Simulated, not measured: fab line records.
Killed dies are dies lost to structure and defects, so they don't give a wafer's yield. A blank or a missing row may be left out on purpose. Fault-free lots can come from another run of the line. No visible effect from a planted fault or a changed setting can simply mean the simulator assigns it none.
fab line records | flow sky130
record: lots: 6 | wafers: 18 | last_day: 49
route steps=708 shown SPACER@305 POLY_CUT@307 SD_P@320 PAD_OPEN@708
lots with no fault: from the same line, run without faults
start_h: start of the lot's first displayed wafer, in hours after the record's first day | wait_h: hours elapsed since this lot's preceding step | " unchanged from the row above | L1.1+2: a single row standing in for several wafers | - either no value or no given start | * or withheld: withheld | < > ~ a bound
route shown NAME@n: NAME is a module with steps in the file, n the number in the route of the first one | usual: average and standard deviation across the fault-free wafers | same: alike in all rows | chamber/n: place in a boat | sites: per-site readings | _std_site: their standard deviation | _edge_site: outer sites' mean less inner sites' | radius_mm: for every site, how far away it sits from the centre of the wafer | mask NAME#n: copy n | behind: the tool/chamber that last shaped the wafer | hold: what put the lot on hold/how long, in hours/how the hold closed | device: transistor that didn't switch, given as n, p or np | end of line: tests of these same wafers at the route's end | step lacking rows: just its recipe | killed: not the wafer's yield, but the dies lost to structure and defects at the first sort | map: dies across one wafer; x = killed, . = not, _ = none there
set.NAME: the setting that was run; set.NAME@STEP: the one run at that earlier step | model.NAME: the simulator's own value behind a step, which no gauge read
a table for each step, a row for each wafer; lots at some steps of the route
services: a tool's chamber out of use, with start hour (start_h, from the record's first day; less than 0 if before it), hours out, and reason
== steps ==
step: SKY_SPACER_THK_MEAS_01
recipe: reads: Si3N4_of_SPACER_CVD_00
usual: SPACER_CVD_00_THK: 43.1/0.36
lot.wafer | tool          | chamber | start_h | wait_h | SPACER_CVD_00_THK[nm]
L951.1    | film_metro-03 | -       | 533.95  | 0.0    | 43.6
L951.3    | "             | -       | "       | "      | 43.2
L951.5    | "             | -       | "       | "      | 43.3
L959.1    | film_metro-03 | -       | 608.89  | 0.0    | 42.4
L959.2    | "             | -       | "       | "      | 43.0
L959.4    | "             | -       | "       | "      | 42.7
L961.2    | film_metro-04 | -       | 625.21  | 0.0    | 43.5
L961.5    | "             | -       | "       | "      | 43.2
L961.6    | "             | -       | "       | "      | 43.4
L964.1    | film_metro-01 | -       | 645.04  | 0.0    | 42.9
L964.2    | "             | -       | "       | "      | 42.8
L964.5    | "             | -       | "       | "      | 43.1
L966.2    | film_metro-04 | -       | 655.51  | 0.0    | 42.6
L966.4    | "             | -       | "       | "      | 43.1
L966.6    | "             | -       | "       | "      | 43.4
L969.1    | film_metro-01 | -       | 679.00  | 0.0    | 42.7
L969.4    | "             | -       | "       | "      | 42.9
L969.6    | "             | -       | "       | "      | 42.8
step: SKY_SPACER_ETCHBACK_02
recipe: chemistry: CH3F/O2 | target: Si3N4 | stop_on: SiO2 | source_w: 400 | bias_w: 80 | pressure_mtorr: 25 | ch3f_flow_sccm: 40 | O2_flow_sccm: 30 | time_s: 46.7 | target_depth_a: 450
usual: O2_flow_sccm: 30.00/0.09 | drypump_motor_current_A: 5.6/0.35 | oes_product_au: 0.856/0.0065 | throttle_valve_pct: 10.562/0.0091
lot.wafer | tool        | chamber | start_h | wait_h | O2_flow_sccm | drypump_motor_current_A | oes_product_au | rf_hours_counter_h | throttle_valve_pct
L951.1    | rie_diel-04 | 0       | 534.01  | 0.1    | 29.89        | 6.0                     | 0.862          | 1                  | 10.576
L951.3    | "           | 3       | "       | "      | 29.91        | 5.9                     | 0.857          | 32                 | 10.560
L951.5    | "           | 2       | "       | "      | 30.04        | 6.1                     | 0.857          | -                  | 10.547
L959.1    | rie_diel-01 | 3       | 608.95  | 0.1    | 29.86        | 5.4                     | 0.848          | 43                 | 10.564
L959.2    | "           | 0       | "       | "      | 30.03        | 5.5                     | 0.854          | 2                  | 10.566
L959.4    | "           | 3       | "       | "      | 29.94        | 5.4                     | 0.854          | -                  | 10.544
L961.2    | rie_diel-01 | 3       | 625.26  | 0.0    | 29.87        | 5.3                     | 0.859          | 43                 | 10.554
L961.5    | "           | 0       | "       | "      | 29.92        | 5.5                     | 0.862          | -                  | 10.560
L961.6    | "           | 3       | "       | "      | 30.12        | 5.3                     | 0.865          | -                  | 10.563
L964.1    | rie_diel-01 | 2       | 645.10  | 0.1    | 30.07        | 5.3                     | 0.842          | 17                 | 10.568
L964.2    | "           | 3       | "       | "      | 30.02        | 5.4                     | 0.852          | 44                 | 10.564
L964.5    | "           | 1       | "       | "      | 29.97        | 6.2                     | 0.858          | -                  | 10.584
L966.2    | rie_diel-01 | 2       | 655.56  | 0.0    | 30.12        | 5.3                     | 0.849          | 18                 | 10.571
L966.4    | "           | 2       | "       | "      | 29.97        | 5.3                     | 0.852          | -                  | 10.572
L966.6    | "           | 0       | "       | "      | 29.96        | 5.5                     | 0.855          | -                  | 10.558
L969.1    | rie_diel-02 | 3       | 679.06  | 0.1    | 29.96        | 5.9                     | 0.849          | 12                 | 10.571
L969.4    | "           | 1       | "       | "      | 30.10        | 5.6                     | 0.846          | 55                 | 10.577
L969.6    | "           | 0       | "       | "      | 30.07        | 5.2                     | 0.856          | -                  | 10.566
step: SKY_POLY_CUT_DEHYDRATE_00
recipe: temp_c: 200 | time_s: 60
step: SKY_POLY_CUT_HMDS_01
recipe: prime_time_s: 60 | prime_temp_c: 120
step: SKY_POLY_CUT_COAT_02
recipe: resist: BARC | temp_c: withheld | time_s: withheld | spin_rpm: 3000 | resist_thk_nm: 60
step: SKY_POLY_CUT_COAT_03
recipe: resist: KrF-thick | spin_rpm: 3000 | resist_thk_nm: 450
step: SKY_POLY_CUT_SOFTBAKE_04
recipe: temp_c: 100 | time_s: 90 | resist: KrF-thick
step: SKY_POLY_CUT_EXPOSE_05
recipe: mask_id: NPCM | na: 0.8 | source_shape: annular | sigma_inner: 0.55 | sigma_outer: 0.85 | target_cd_nm: 270 | dose_mj: 32
step: SKY_POLY_CUT_PEB_06
recipe: peb_temp_c: withheld | peb_time_s: withheld | resist: KrF-thick
step: SKY_POLY_CUT_DEVELOP_07
recipe: develop_time_s: 60 | resist: KrF-thick | dev_temp_c: 21
step: SKY_POLY_CUT_CD_MEAS_08
recipe: target_cd_nm: 270
usual: cd_nm: 270.5/1.3
lot.wafer | tool      | chamber | start_h | wait_h | cd_nm
L951.1    | cd_sem-02 | -       | 564.06  | -      | 271.8
L951.3    | "         | -       | "       | "      | 271.4
L951.5    | "         | -       | "       | "      | 271.9
L959.1    | cd_sem-01 | -       | 637.49  | -      | 271.4
L959.2    | "         | -       | "       | "      | 272.2
L959.4    | "         | -       | "       | "      | 270.9
L961.2    | cd_sem-01 | -       | 653.88  | -      | 272.7
L961.5    | "         | -       | "       | "      | 273.7
L961.6    | "         | -       | "       | "      | 272.9
L964.1    | cd_sem-01 | -       | 674.09  | -      | 268.8
L964.2    | "         | -       | "       | "      | 270.4
L964.5    | "         | -       | "       | "      | 268.9
L966.2    | cd_sem-01 | -       | 683.56  | -      | 269.9
L966.4    | "         | -       | "       | "      | 269.7
L966.6    | "         | -       | "       | "      | 270.2
L969.1    | cd_sem-02 | -       | 707.14  | -      | 272.7
L969.4    | "         | -       | "       | "      | 271.7
L969.6    | "         | -       | "       | "      | 271.6
step: SKY_POLY_CUT_OVL_MEAS_09
usual: POLY_CUT_OVL: -5/5.7
lot.wafer | tool       | chamber | start_h | wait_h | POLY_CUT_OVL[nm]
L951.1    | overlay-01 | -       | 564.18  | 0.1    | -1
L951.3    | "          | -       | "       | "      | 2
L951.5    | "          | -       | "       | "      | -3
L959.1    | overlay-02 | -       | 637.61  | 0.1    | -10
L959.2    | "          | -       | "       | "      | -10
L959.4    | "          | -       | "       | "      | -16
L961.2    | overlay-02 | -       | 653.98  | 0.1    | -7
L961.5    | "          | -       | "       | "      | -12
L961.6    | "          | -       | "       | "      | -10
L964.1    | overlay-02 | -       | 674.21  | 0.1    | -4
L964.2    | "          | -       | "       | "      | -5
L964.5    | "          | -       | "       | "      | -4
L966.2    | overlay-02 | -       | 683.67  | 0.1    | -5
L966.4    | "          | -       | "       | "      | -5
L966.6    | "          | -       | "       | "      | -1
L969.1    | overlay-01 | -       | 707.26  | 0.1    | -14
L969.4    | "          | -       | "       | "      | -9
L969.6    | "          | -       | "       | "      | -7
step: SKY_POLY_CUT_ETCH_10
recipe: chemistry: N2/H2 | target: BARC | ion_energy_ev: 200 | source_w: 500 | bias_w: 100 | pressure_mtorr: 30 | n2_flow_sccm: 100 | h2_flow_sccm: 200 | stop_on: SiO2 | time_s: 45.9 | target_depth_a: 600
usual: drypump_motor_current_A: 6.0/0.33 | oes_product_au: 0.855/0.0045 | throttle_valve_pct: 13.224/0.01
lot.wafer | tool        | chamber | start_h | wait_h | drypump_motor_current_A | oes_product_au | rf_hours_counter_h | throttle_valve_pct | model.KrF-thick_of_POLY_CUT_COAT_03.thk_nm | model.POLY_CUT.cd_nm | model.SiO2_of_SONOS_ONO_CVD_04.thk_nm
L951.1    | rie_diel-03 | 1       | 564.21  | 0.0    | 6.1                     | 0.849          | 11                 | 13.229             | 408                                        | 271.9                | 4.244
L951.3    | "           | 0       | "       | "      | 5.9                     | 0.860          | 3                  | 13.207             | 410                                        | 273.3                | 4.304
L951.5    | "           | 3       | "       | "      | 6.5                     | 0.856          | -                  | 13.229             | 408.9                                      | 271.5                | 4.245
L959.1    | rie_diel-03 | 1       | 637.65  | 0.0    | 6.2                     | 0.852          | 12                 | 13.213             | 393.1                                      | 276                  | 2.857
L959.2    | "           | 0       | "       | "      | 5.9                     | 0.855          | 5                  | 13.223             | 393.3                                      | 278.6                | 2.898
L959.4    | "           | 3       | "       | "      | 6.5                     | 0.850          | 27                 | 13.231             | 409.1                                      | 272                  | 4.008
L961.2    | rie_diel-03 | 2       | 654.01  | 0.0    | 5.6                     | 0.856          | 5                  | 13.234             | 393.4                                      | 277.7                | 3.038
L961.5    | "           | 0       | "       | "      | 5.9                     | 0.857          | -                  | 13.235             | 408.3                                      | 274.3                | 4.164
L961.6    | "           | 3       | "       | "      | 6.5                     | 0.854          | -                  | 13.219             | 393.9                                      | 277.8                | 3.02
L964.1    | rie_diel-01 | 0       | 674.25  | 0.0    | 5.5                     | 0.853          | 4                  | 13.213             | 408.9                                      | 268.5                | 4.166
L964.2    | "           | 1       | "       | "      | 6.2                     | 0.853          | 1                  | 13.234             | 408                                        | 270.4                | 4.142
L964.5    | "           | 1       | "       | "      | 6.2                     | 0.848          | -                  | 13.214             | 408.3                                      | 269.1                | 4.159
L966.2    | rie_diel-04 | 3       | 683.70  | 0.0    | 5.9                     | 0.854          | 35                 | 13.215             | 407.2                                      | 269.3                | 4.278
L966.4    | "           | 2       | "       | "      | 6.0                     | 0.854          | 16                 | 13.211             | 405.9                                      | 269.3                | 4.236
L966.6    | "           | 0       | "       | "      | 6.0                     | 0.855          | -                  | 13.231             | 407                                        | 268.9                | 4.283
L969.1    | rie_diel-01 | 0       | 707.30  | 0.0    | 5.6                     | 0.858          | 4                  | 13.228             | 408.6                                      | 273.3                | 4.285
L969.4    | "           | 2       | "       | "      | 5.3                     | 0.846          | 19                 | 13.216             | 408.4                                      | 270                  | 4.305
L969.6    | "           | 1       | "       | "      | 6.2                     | 0.852          | -                  | 13.225             | 408.4                                      | 271.8                | 4.338
step: SKY_POLY_CUT_ETCH_11
recipe: target: Si3N4 | chemistry: CF4/CH2F2/Ar | stop_on: poly-Si | source_w: 600 | bias_w: 150 | pressure_mtorr: 40 | cf4_flow_sccm: 40 | ch2f2_flow_sccm: 20 | Ar_flow_sccm: 150 | time_s: 42.5 | target_depth_a: 600
usual: drypump_motor_current_A: 5.9/0.33 | oes_product_au: 0.830/0.0061 | throttle_valve_pct: 14.993/0.0074
lot.wafer | tool        | chamber | start_h | wait_h | drypump_motor_current_A | oes_product_au | rf_hours_counter_h | throttle_valve_pct | model.POLY_CUT.cd_nm
L951.1    | rie_diel-03 | 1       | 564.25  | 0.0    | 6.1                     | 0.830          | 11                 | 14.997             | 271.9
L951.3    | "           | 0       | "       | "      | 5.9                     | 0.827          | 3                  | 14.996             | 273.3
L951.5    | "           | 3       | "       | "      | 6.5                     | 0.835          | -                  | 15.001             | 271.6
L959.1    | rie_diel-03 | 1       | 637.69  | 0.0    | 6.1                     | 0.823          | 12                 | 15.004             | 276
L959.2    | "           | 0       | "       | "      | 5.9                     | 0.832          | 5                  | 14.985             | 278.6
L959.4    | "           | 3       | "       | "      | 6.5                     | 0.830          | 27                 | 14.987             | 272.1
L961.2    | rie_diel-03 | 2       | 654.05  | 0.0    | 5.6                     | 0.832          | 5                  | 14.986             | 277.7
L961.5    | "           | 0       | "       | "      | 5.9                     | 0.831          | -                  | 14.998             | 274.3
L961.6    | "           | 3       | "       | "      | 6.5                     | 0.836          | -                  | 14.984             | 277.8
L964.1    | rie_diel-01 | 0       | 674.29  | 0.0    | 5.5                     | 0.827          | 4                  | 15.002             | 268.7
L964.2    | "           | 1       | "       | "      | 6.2                     | 0.825          | 1                  | 14.996             | 270.4
L964.5    | "           | 1       | "       | "      | 6.2                     | 0.830          | -                  | 14.999             | 269
L966.2    | rie_diel-04 | 3       | 683.74  | 0.0    | 5.9                     | 0.847          | 35                 | 14.982             | 269.4
L966.4    | "           | 2       | "       | "      | 6.1                     | 0.841          | 16                 | 14.997             | 269.5
L966.6    | "           | 0       | "       | "      | 6.0                     | 0.842          | -                  | 14.999             | 269.1
L969.1    | rie_diel-01 | 0       | 707.34  | 0.0    | 5.6                     | 0.832          | 4                  | 15.006             | 273.3
L969.4    | "           | 2       | "       | "      | 5.3                     | 0.837          | 19                 | 14.993             | 270
L969.6    | "           | 1       | "       | "      | 6.2                     | 0.819          | -                  | 14.995             | 271.7
step: SKY_POLY_CUT_STRIP_12
recipe: chemistry: O2/N2 | power_w: 1400 | pressure_mtorr: 1500 | platen_temp_c: withheld | o2_flow_sccm: 3000 | n2_flow_sccm: 300 | overash_fraction: 0.5
usual: drypump_motor_current_A: 5.7/0.45 | oes_product_au: 0.452/0.0047 | strip_time_to_endpoint_s: 5.356/0.017
lot.wafer | tool            | chamber | start_h | wait_h | drypump_motor_current_A | oes_product_au | rf_hours_counter_h | strip_time_to_endpoint_s
L951.1    | plasma_asher-04 | 1       | 564.29  | 0.0    | 5.7                     | 0.447          | 70                 | 5.345
L951.3    | "               | 0       | "       | "      | 5.1                     | 0.457          | -                  | 5.378
L951.5    | "               | 0       | "       | "      | 5.2                     | 0.460          | -                  | 5.373
L959.1    | plasma_asher-04 | 0       | 637.73  | 0.0    | 5.1                     | 0.450          | 77                 | 5.218
L959.2    | "               | 1       | "       | "      | 5.7                     | 0.457          | 77                 | 5.218
L959.4    | "               | 1       | "       | "      | 5.7                     | 0.447          | -                  | 5.381
L961.2    | plasma_asher-02 | 1       | 654.09  | 0.0    | 6.5                     | 0.448          | 98                 | 5.210
L961.5    | "               | 0       | "       | "      | 6.3                     | 0.454          | -                  | 5.349
L961.6    | "               | 1       | "       | "      | 6.5                     | 0.439          | -                  | 5.208
L964.1    | plasma_asher-02 | 1       | 674.33  | 0.0    | 6.5                     | 0.450          | 100                | 5.373
L964.2    | "               | 0       | "       | "      | 6.2                     | 0.448          | 100                | 5.364
L964.5    | "               | 1       | "       | "      | 6.5                     | 0.444          | -                  | 5.342
L966.2    | plasma_asher-02 | 0       | 683.78  | 0.0    | 6.3                     | 0.450          | 101                | 5.348
L966.4    | "               | 0       | "       | "      | 6.3                     | 0.454          | -                  | 5.341
L966.6    | "               | 0       | "       | "      | 6.3                     | 0.445          | -                  | 5.338
L969.1    | plasma_asher-03 | 0       | 707.38  | 0.0    | 5.3                     | 0.455          | 28                 | 5.359
L969.4    | "               | 1       | "       | "      | 5.7                     | 0.452          | -                  | 5.366
L969.6    | "               | 0       | "       | "      | 5.3                     | 0.449          | -                  | 5.355
step: SKY_SD_P_DEHYDRATE_00
recipe: temp_c: 200 | time_s: 60
step: SKY_PAD_OPEN_PROBE_99
usual: killed_at_M0_to_M3: 45/6.9 | killed_at_M4_up: 3.1/1.7 | killed_at_contacts: 24/5.7 | killed_at_front_end: 15/4.6 | killed_at_other: 0.3/0.57 | killed_dies: 87/10 | killed_open: 48/7.4 | killed_short: 39/6.7
same: gross_dies: 492 | killed_at_back_side: 0
lot.wafer | tool      | chamber | start_h | wait_h | killed_at_M0_to_M3 | killed_at_M4_up | killed_at_contacts | killed_at_front_end | killed_at_other | killed_dies | killed_open | killed_short
L951.1    | prober-02 | -       | 1084.41 | 0.1    | 47                 | 2               | 33                 | 14                  | 1               | 97          | 53          | 44
L951.3    | prober-02 | -       | 1084.51 | 0.2    | 31                 | 1               | 29                 | 17                  | 0               | 78          | 50          | 28
L951.5    | prober-02 | -       | 1084.61 | 0.2    | 44                 | 5               | 29                 | 14                  | 1               | 93          | 52          | 41
L964.2    | prober-01 | -       | 1155.70 | 0.1    | 47                 | 2               | 18                 | 12                  | 1               | 80          | 35          | 45
killed by level:class
L951.1 VIA1:geometric_particle:open=11 CONTACT:geometric_particle:open=11 CONTACT:geometric_particle:short=8 METAL1:geometric_particle:short=7 LI_CONTACT:geometric_particle:open=6 METAL2:geometric_particle:short=6 VIA3:geometric_particle:open=6 VIA2:geometric_particle:open=5
L951.3 CONTACT:geometric_particle:open=14 LI_CONTACT:geometric_particle:open=7 CONTACT:geometric_particle:short=7 FIELD_ISO:geometric_particle:open=5 VIA1:geometric_particle:open=5 METAL2:geometric_particle:open=4 METAL1:geometric_particle:short=4 VIA3:geometric_particle:open=4
L951.5 VIA1:geometric_particle:open=12 LI_CONTACT:geometric_particle:open=9 CONTACT:geometric_particle:open=8 VIA3:geometric_particle:open=8 CONTACT:geometric_particle:short=7 FIELD_ISO:geometric_particle:open=5 FIELD_ISO:geometric_particle:short=5 METAL1:geometric_particle:short=5
L964.2 CONTACT:geometric_particle:open=7 VIA1:geometric_particle:open=7 METAL2:geometric_particle:short=7 VIA2:geometric_particle:open=7 CONTACT:geometric_particle:short=5 FIELD_ISO:geometric_particle:short=4 METAL1:geometric_particle:short=4 VIA1:geometric_particle:short=4
== services ==
tool            | chamber | start_h | hours | kind
rie_diel-04     | 1       | 515.04  | 63.5  | repair
plasma_asher-02 | -       | 531.71  | 1.1   | repair
rie_diel-01     | -       | 562.91  | 0.7   | repair
rie_diel-01     | 2       | 572.70  | 7.6   | repair
rie_diel-03     | 2       | 583.03  | 1.4   | repair
rie_diel-01     | 1       | 601.22  | -     | clean
rie_diel-01     | 1       | 601.22  | 23.9  | scheduled_down
rie_diel-01     | 1       | 601.22  | 23.9  | vent_cycle
rie_diel-02     | 0       | 609.45  | 4.5   | repair
rie_diel-02     | -       | 622.06  | 0.5   | repair
plasma_asher-04 | -       | 639.28  | 1.6   | repair
rie_diel-01     | -       | 647.07  | 0.4   | repair
rie_diel-01     | 1       | 649.17  | 7.1   | repair
rie_diel-02     | -       | 664.99  | 1.1   | repair
rie_diel-03     | -       | 674.30  | 2.8   | pm
rie_diel-04     | -       | 686.93  | 0.1   | repair
rie_diel-02     | 1       | 692.01  | -     | clean
rie_diel-02     | 1       | 692.01  | 19.5  | scheduled_down
rie_diel-02     | 1       | 692.01  | 19.5  | vent_cycle
rie_diel-02     | -       | 697.98  | 0.8   | repair
== key ==
first_sign: step: SKY_POLY_CUT_STRIP_12 | reading: strip_time_to_endpoint_s | direction: down | sigmas: 8.5 | usual: * | struck: *
effect none on later readings
model_effect: step: SKY_POLY_CUT_ETCH_10 | value: KrF-thick_of_POLY_CUT_COAT_03.thk_nm | without: 408.4 | struck: 393.4
model_effect: step: SKY_POLY_CUT_ETCH_11 | value: POLY_CUT.cd_nm | without: 272.9 | struck: 277.5
met_at SKY_POLY_CUT_ETCH_10
struck_wafers L959.1,L959.2,L961.2,L961.6
tester_left_out L959,L961
onset_between 564.21 637.65
fault: kind: process_parameter_drift | tool: rie_diel-03 | chamber: - | onset_h: 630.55 | steps: SKY_POLY_CUT_ETCH_10 | channel: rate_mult | offset: 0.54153 | shape: step | end_h: 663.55 | scope: struck_wafers_only
tester_left_out: of these lots the tester's yield and bins aren't shown, on N5 and GAA mostly nor the transistor test; their killed dies are dies lost to structure and defects alone, not to doping, threshold or leakage, so they don't give the yield
